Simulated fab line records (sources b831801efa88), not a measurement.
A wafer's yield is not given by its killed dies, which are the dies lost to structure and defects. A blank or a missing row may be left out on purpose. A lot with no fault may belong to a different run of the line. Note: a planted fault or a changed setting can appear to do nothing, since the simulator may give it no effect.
Which tool did it? | flow gf180mcu | at 1 step of a route of 602, 7 lots with 21 wafers sampled

## WHAT THE GAUGES SHOWED, per wafer
GF_STI_THK_MEAS_22.
lot  | measured    | on           | STI_OXIDATION_01_THK (nm)
L879 | day 2 07:59 | filmMetro-02 | 14.86 14.77 14.48
L887 | day 4 05:07 | filmMetro-01 | 15.23 15.61 15.30
L891 | day 4 22:28 | filmMetro-04 | 15.18 15.12 15.10
L893 | day 5 08:14 | filmMetro-04 | 14.83 15.10 15.19
L896 | day 6 00:26 | filmMetro-04 | 14.39 14.75 14.70
L898 | day 6 10:41 | filmMetro-01 | 15.06 15.02 15.32
L901 | day 7 04:54 | filmMetro-02 | 15.00 15.03 14.75

## WHICH TOOL RAN EACH LOT (tool, then ch and the chambers of the sampled wafers, then the start)
There is no process step in the record ahead of these readings.

## THE ANSWER, worked out from the rows above alone
Rule: usual is defined by the lots themselves. Put in order of their means at a reading, lots are off if they are a third of the lots or fewer, leave a main group of 4 or more, and stand apart from it by a gap of 3 or more times the standard deviation of the main group's means; of several such gaps the widest counts. The tables above print the reading to a certain number of digits; a main group whose means all agree to those digits is not used. A lot without any number at a reading at which 4 lots or more have one is off too. All remaining lots with rows at the step are treated as sound.
Across all readings shown, no lot is off: no conclusion can be drawn from this.

## WHAT HAD BEEN PUT IN BY THE SIMULATOR
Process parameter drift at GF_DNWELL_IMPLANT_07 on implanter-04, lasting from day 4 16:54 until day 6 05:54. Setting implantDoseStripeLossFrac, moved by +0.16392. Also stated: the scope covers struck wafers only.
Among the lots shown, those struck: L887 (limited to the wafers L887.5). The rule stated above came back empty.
